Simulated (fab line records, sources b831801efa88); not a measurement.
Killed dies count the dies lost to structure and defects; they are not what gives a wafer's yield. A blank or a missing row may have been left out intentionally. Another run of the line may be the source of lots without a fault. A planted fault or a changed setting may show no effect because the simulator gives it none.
fab line records -- flow gf180mcu
[record] lots = 12, wafers = 36, last_day = 34
route steps=602 shown V4@477 M5@535 TOP_METAL@572
lots with no fault: from the same line, run without faults
start_h: hours from the record's first day to the start of the lot's first wafer shown -- wait_h: hours elapsed since this lot's preceding step -- " repeats the value in the row above -- L1.1+2: several wafers, shown together as one row -- - no value, or no start was given -- * or withheld: withheld -- < > ~ a bound
route shown NAME@n: names a module that has steps shown in the file, with the first one's number in the route -- usual: the fault-free wafers' mean and standard deviation -- same: alike in all rows -- chamber/n: place in a boat -- sites: readings site by site -- _std_site: standard deviation across them -- _edge_site: outer sites' mean less inner sites' -- radius_mm: how far each site lies from the wafer's centre -- mask NAME#n: copy n -- behind: the tool/chamber that last shaped the wafer -- hold: what put the lot on hold/how long, in hours/how the hold closed -- device: the n, p or np transistor that did not switch -- end of line: the tests these same wafers got at the end of their route -- a step with no rows: only its recipe -- killed: at the first sort, the dies lost to defects and structure; wafer yield is something else -- map: the dies of a wafer, with x for killed, . for not killed, _ for no die there
set.NAME: the setting the step ran with; set.NAME@STEP: the setting that earlier step ran with -- model.NAME: the simulator's own value behind a step, which no gauge read
the route's steps for a sample of lots (tables are steps, rows are wafers)
services: from which hour (start_h, from the record's first day; less than 0 if before it) a tool's chamber was out of use, for how many hours, and why
[[steps]]
[step GF_V4_THK_MEAS_01]
[recipe] reads = SiO2_of_V4_CVD_00
[usual] V4_CVD_00_THK = 603/5.7
lot.wafer,tool,chamber,start_h,wait_h,V4_CVD_00_THK[nm]
L627.1,film_metro-04,-,559.43,0.0,605
L627.3,film_metro-04,-,559.43,0.0,609
L627.5,film_metro-04,-,559.43,0.0,599
L628.2,film_metro-02,-,565.87,0.0,597
L628.3,film_metro-02,-,565.87,0.0,592
L628.4,film_metro-02,-,565.87,0.0,600
L629.3,film_metro-02,-,573.01,0.1,601
L629.4,film_metro-02,-,573.01,0.1,604
L629.6,film_metro-02,-,573.01,0.1,602
L630.2,film_metro-04,-,586.83,0.0,601
L630.5,film_metro-04,-,586.83,0.0,598
L630.6,film_metro-04,-,586.83,0.0,610
L631.1,film_metro-02,-,593.34,0.0,602
L631.3,film_metro-02,-,593.34,0.0,606
L631.5,film_metro-02,-,593.34,0.0,601
L634.1,film_metro-03,-,616.58,0.0,602
L634.2,film_metro-03,-,616.58,0.0,599
L634.5,film_metro-03,-,616.58,0.0,602
L635.2,film_metro-02,-,629.46,0.0,607
L635.3,film_metro-02,-,629.46,0.0,598
L635.4,film_metro-02,-,629.46,0.0,610
L638.1,film_metro-04,-,642.29,0.0,602
L638.3,film_metro-04,-,642.29,0.0,593
L638.4,film_metro-04,-,642.29,0.0,598
L644.3,film_metro-04,-,686.46,0.1,606
L644.5,film_metro-04,-,686.46,0.1,607
L644.6,film_metro-04,-,686.46,0.1,609
L645.1,film_metro-03,-,692.76,0.0,610
L645.4,film_metro-03,-,692.76,0.0,605
L645.6,film_metro-03,-,692.76,0.0,604
L647.1,film_metro-04,-,703.74,0.0,607
L647.5,film_metro-04,-,703.74,0.0,604
L647.6,film_metro-04,-,703.74,0.0,599
L648.2,film_metro-04,-,709.35,0.0,602
L648.3,film_metro-04,-,709.35,0.0,595
L648.4,film_metro-04,-,709.35,0.0,600
[step GF_M5_ETCH_09]
[recipe] chemistry = CF4/O2, target = Si3N4, target_depth_nm = 52, source_w = 800, bias_w = 150, pressure_mtorr = 150, cf4_flow_sccm = 80, O2_flow_sccm = 10, time_s = 11.6
[usual] drypump_motor_current_A = 5.6/0.52, oes_product_au = 0.998/0.0067, throttle_valve_pct = 5.970/0.0099
lot.wafer,tool,chamber,start_h,wait_h,drypump_motor_current_A,oes_product_au,rf_hours_counter_h,throttle_valve_pct
L627.1,rie_diel-02,0,626.50,0.0,4.6,1.000,0,5.974
L627.3,rie_diel-02,3,626.50,0.0,6.3,0.995,12,5.998
L627.5,rie_diel-02,0,626.50,0.0,4.6,1.004,-,5.982
L628.2,rie_diel-04,3,632.20,0.0,5.5,1.007,0,5.966
L628.3,rie_diel-04,0,632.20,0.0,6.2,1.009,12,6.004
L628.4,rie_diel-04,1,632.20,0.0,4.9,0.998,14,5.963
L629.3,rie_diel-02,2,637.05,0.0,5.4,0.988,64,5.962
L629.4,rie_diel-02,1,637.05,0.0,5.9,0.999,7,5.968
L629.6,rie_diel-02,0,637.05,0.0,4.6,1.001,-,5.969
L630.2,rie_diel-03,3,651.15,0.0,6.1,0.997,15,5.982
L630.5,rie_diel-03,2,651.15,0.0,5.2,0.998,-,5.965
L630.6,rie_diel-03,3,651.15,0.0,6.1,0.982,-,5.970
L631.1,rie_diel-02,2,656.50,0.0,5.4,1.006,65,5.966
L631.3,rie_diel-02,0,656.50,0.0,4.6,1.005,1,5.966
L631.5,rie_diel-02,0,656.50,0.0,4.6,1.000,-,5.971
L634.1,rie_diel-02,1,678.35,0.0,5.9,0.990,8,5.983
L634.2,rie_diel-02,3,678.35,0.0,6.4,0.992,14,5.958
L634.5,rie_diel-02,1,678.35,0.0,5.9,0.992,-,5.966
L635.2,rie_diel-03,1,689.60,0.0,5.7,0.995,9,5.973
L635.3,rie_diel-03,0,689.60,0.0,5.9,0.999,-,5.980
L635.4,rie_diel-03,1,689.60,0.0,5.7,0.996,-,5.978
L638.1,rie_diel-02,0,703.20,0.0,4.6,1.001,3,5.974
L638.3,rie_diel-02,2,703.20,0.0,5.5,1.008,1,5.981
L638.4,rie_diel-02,3,703.20,0.0,6.3,0.992,15,5.967
L644.3,rie_diel-04,3,743.27,0.0,5.5,1.000,4,5.966
L644.5,rie_diel-04,3,743.27,0.0,5.5,1.008,-,5.959
L644.6,rie_diel-04,2,743.27,0.0,6.1,1.004,-,5.967
L645.1,rie_diel-03,3,749.05,0.0,6.0,0.997,18,5.966
L645.4,rie_diel-03,2,749.05,0.0,5.2,0.994,12,5.961
L645.6,rie_diel-03,0,749.05,0.0,5.9,1.005,-,5.974
L647.1,rie_diel-03,2,757.25,0.0,5.2,0.988,13,5.979
L647.5,rie_diel-03,0,757.25,0.0,5.8,0.993,-,5.987
L647.6,rie_diel-03,1,757.25,0.0,5.7,1.001,-,5.957
L648.2,rie_diel-03,1,762.85,0.0,5.8,1.006,12,5.978
L648.3,rie_diel-03,2,762.85,0.0,5.2,1.001,13,5.960
L648.4,rie_diel-03,1,762.85,0.0,5.8,1.003,-,5.961
[step GF_TOP_METAL_RS_MEAS_05]
[recipe] thk_meas_gauge = four-point-probe, reads = TiN_of_TOP_METAL_SPUTTER_04+Ti_of_TOP_METAL_SPUTTER_03+AlCu_of_TOP_METAL_SPUTTER_02+TiN_of_TOP_METAL_SPUTTER_01+Ti_of_TOP_METAL_SPUTTER_00
[usual] TOP_METAL_ALCU_RS = 0.03267/0.00028
lot.wafer,tool,chamber,start_h,wait_h,TOP_METAL_ALCU_RS[ohm/sq]
L627.1,film_metro-04,-,650.22,0.0,0.03236
L627.3,film_metro-04,-,650.22,0.0,0.03253
L627.5,film_metro-04,-,650.22,0.0,0.03244
L628.2,film_metro-01,-,654.82,0.0,0.03248
L628.3,film_metro-01,-,654.82,0.0,0.03238
L628.4,film_metro-01,-,654.82,0.0,0.0326
L629.3,film_metro-04,-,659.49,0.1,0.03279
L629.4,film_metro-04,-,659.49,0.1,0.03255
L629.6,film_metro-04,-,659.49,0.1,0.03272
L630.2,film_metro-01,-,673.99,0.0,0.03297
L630.5,film_metro-01,-,673.99,0.0,0.03338
L630.6,film_metro-01,-,673.99,0.0,0.03311
L631.1,film_metro-04,-,679.12,0.0,0.03253
L631.3,film_metro-04,-,679.12,0.0,0.03236
L631.5,film_metro-04,-,679.12,0.0,0.0325
L634.1,film_metro-04,-,699.85,0.0,0.03285
L634.2,film_metro-04,-,699.85,0.0,0.03288
L634.5,film_metro-04,-,699.85,0.0,0.03284
L635.2,film_metro-03,-,711.07,0.0,0.0325
L635.3,film_metro-03,-,711.07,0.0,0.03267
L635.4,film_metro-03,-,711.07,0.0,0.03278
L638.1,film_metro-01,-,724.72,0.0,0.03293
L638.3,film_metro-01,-,724.72,0.0,0.03302
L638.4,film_metro-01,-,724.72,0.0,0.03304
L644.3,film_metro-01,-,764.85,0.1,0.03245
L644.5,film_metro-01,-,764.85,0.1,0.03226
L644.6,film_metro-01,-,764.85,0.1,0.03211
L645.1,film_metro-01,-,769.60,0.0,0.03245
L645.4,film_metro-01,-,769.60,0.0,0.0326
L645.6,film_metro-01,-,769.60,0.0,0.03256
L647.1,film_metro-01,-,775.87,0.0,0.03287
L647.5,film_metro-01,-,775.87,0.0,0.03283
L647.6,film_metro-01,-,775.87,0.0,0.03266
L648.2,film_metro-04,-,781.75,0.0,0.0329
L648.3,film_metro-04,-,781.75,0.0,0.03266
L648.4,film_metro-04,-,781.75,0.0,0.03299
[step GF_TOP_METAL_COAT_09]
[recipe] resist = NOVOLAK, spin_rpm = 3000, resist_thk_nm = 1500
lot.wafer,tool,chamber,start_h,wait_h
L627.1+3+5,litho_track-02,0,659.69,0.1
L628.2+3+4,litho_track-03,0,664.14,0.1
L629.3+4+6,litho_track-02,0,669.24,0.1
L630.2+5+6,litho_track-03,0,683.84,0.1
L631.1+3+5,litho_track-02,0,688.24,0.1
L634.1+2+5,litho_track-03,0,708.71,0.1
L635.2+3+4,litho_track-02,0,719.67,0.1
L638.1+3+4,litho_track-01,0,732.84,0.1
L644.3+5+6,litho_track-02,0,772.44,0.1
L645.1+4+6,litho_track-03,0,777.21,0.1
L647.1+5+6,litho_track-01,0,783.94,0.1
L648.2+3+4,litho_track-03,0,789.34,0.1
[step GF_TOP_METAL_STRIP_17]
[recipe] chemistry = O2/N2, power_w = 1400, pressure_mtorr = 1500, platen_temp_c = 250, o2_flow_sccm = 3000, n2_flow_sccm = 300, overash_fraction = 0.5
[usual] drypump_motor_current_A = 5.73/0.26, heater_power_w = 346/20, n2_flow_sccm = 299.9/0.86, oes_product_au = 0.710/0.0049, strip_time_to_endpoint_s = 13.44/0.065
lot.wafer,tool,chamber,start_h,wait_h,drypump_motor_current_A,heater_power_w,n2_flow_sccm,oes_product_au,rf_hours_counter_h,strip_time_to_endpoint_s
L627.1,plasma_asher-03,0,670.08,0.1,5.47,341,299.9,0.700,27,13.27
L627.3,plasma_asher-03,1,670.08,0.1,6.05,335,299.3,0.711,-,13.32
L627.5,plasma_asher-03,0,670.08,0.1,5.50,340,300.7,0.707,-,13.32
L628.2,plasma_asher-02,1,674.47,0.1,6.19,379,300.0,0.703,51,13.45
L628.3,plasma_asher-02,1,674.47,0.1,6.18,381,300.5,0.708,-,13.40
L628.4,plasma_asher-02,0,674.47,0.1,5.53,314,299.2,0.710,-,13.38
L629.3,plasma_asher-02,0,679.51,0.1,5.54,307,300.4,0.704,-,13.43
L629.4,plasma_asher-02,1,679.51,0.1,6.17,374,299.3,0.711,-,13.33
L629.6,plasma_asher-02,0,679.51,0.1,5.53,307,299.6,0.713,-,13.32
L630.2,plasma_asher-03,0,693.64,0.1,5.46,331,300.5,0.706,30,13.40
L630.5,plasma_asher-03,1,693.64,0.1,6.03,336,300.1,0.706,-,13.44
L630.6,plasma_asher-03,0,693.64,0.1,5.45,327,299.3,0.705,-,13.39
L631.1,plasma_asher-02,0,697.69,0.1,5.51,306,298.9,0.716,53,13.45
L631.3,plasma_asher-02,1,697.69,0.1,6.20,382,300.5,0.707,-,13.56
L631.5,plasma_asher-02,1,697.69,0.1,6.20,384,299.5,0.711,-,13.57
L634.1,plasma_asher-03,0,717.82,0.1,5.46,340,299.8,0.716,32,13.46
L634.2,plasma_asher-03,1,717.82,0.1,6.05,333,299.5,0.707,32,13.54
L634.5,plasma_asher-03,1,717.82,0.1,6.03,331,300.1,0.711,-,13.50
L635.2,plasma_asher-03,1,729.07,0.1,6.06,335,300.5,0.717,34,13.43
L635.3,plasma_asher-03,1,729.07,0.1,6.07,347,299.5,0.711,-,13.46
L635.4,plasma_asher-03,0,729.07,0.1,5.48,340,299.5,0.709,-,13.34
L638.1,plasma_asher-03,0,742.14,0.1,5.49,334,300.7,0.716,36,13.46
L638.3,plasma_asher-03,0,742.14,0.1,5.47,336,301.1,0.707,-,13.45
L638.4,plasma_asher-03,1,742.14,0.1,6.02,334,299.3,0.708,-,13.43
L644.3,plasma_asher-01,1,781.06,0.1,5.56,355,300.1,0.706,-,13.38
L644.5,plasma_asher-01,0,781.06,0.1,5.67,374,300.0,0.707,-,13.22
L644.6,plasma_asher-01,1,781.06,0.1,5.54,354,299.2,0.711,-,13.39
L645.1,plasma_asher-01,0,786.14,0.1,5.69,369,300.6,0.705,5,13.48
L645.4,plasma_asher-01,0,786.14,0.1,5.68,370,299.6,0.711,-,13.47
L645.6,plasma_asher-01,0,786.14,0.1,5.67,367,300.4,0.703,-,13.53
L647.1,plasma_asher-01,0,791.12,0.1,5.66,373,299.1,0.721,5,13.49
L647.5,plasma_asher-01,1,791.12,0.1,5.54,351,301.8,0.708,-,13.50
L647.6,plasma_asher-01,0,791.12,0.1,5.68,358,300.6,0.719,-,13.50
L648.2,plasma_asher-01,0,797.52,0.1,5.66,360,299.5,0.717,6,13.34
L648.3,plasma_asher-01,1,797.52,0.1,5.54,348,301.9,0.706,-,13.33
L648.4,plasma_asher-01,0,797.52,0.1,5.68,359,300.9,0.703,-,13.44
[[services]]
tool,chamber,start_h,hours,kind
plasma_asher-03,-,606.37,6.5,repair
rie_diel-02,0,608.59,-,clean
rie_diel-02,0,608.59,10.0,scheduled_down
rie_diel-02,0,608.59,10.0,vent_cycle
rie_diel-04,-,621.65,1.9,repair
rie_diel-03,-,631.64,4.3,pm
rie_diel-03,0,645.55,8.0,repair
rie_diel-03,2,656.09,16.1,repair
rie_diel-04,-,658.80,0.2,repair
rie_diel-03,-,672.42,0.5,repair
rie_diel-03,3,678.29,15.7,repair
rie_diel-03,2,686.22,4.6,repair
plasma_asher-03,-,687.91,2.7,repair
rie_diel-02,1,705.83,29.8,repair
plasma_asher-01,-,711.49,14.6,pm
plasma_asher-01,-,733.75,9.0,pm
rie_diel-03,3,737.54,1.4,repair
rie_diel-04,0,741.12,9.7,repair
plasma_asher-03,-,746.82,2.5,repair
rie_diel-03,3,754.32,10.0,repair
plasma_asher-03,-,771.26,6.9,repair
rie_diel-03,3,775.14,2.9,repair
plasma_asher-03,-,776.06,1.4,repair
rie_diel-03,-,794.41,2.8,pm
[[key]]
[first_sign] step = GF_TOP_METAL_STRIP_17, reading = strip_time_to_endpoint_s, direction = down, sigmas = 3.4, usual = *, struck = *
effect none on later readings
met_at GF_TOP_METAL_COAT_09
struck_lots L644
struck_wafers L644.5
not_acting_at GF_V4_THK_MEAS_01,GF_M5_ETCH_09,GF_TOP_METAL_RS_MEAS_05
onset_between 719.67 772.44
[fault] kind = process_parameter_drift, tool = litho_track-02, chamber = -, onset_h = 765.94, steps = GF_TOP_METAL_COAT_09, channel = resist_thk_nm, offset = *, shape = step, end_h = 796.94, scope = struck_wafers_only, acts_in = *, stated = *
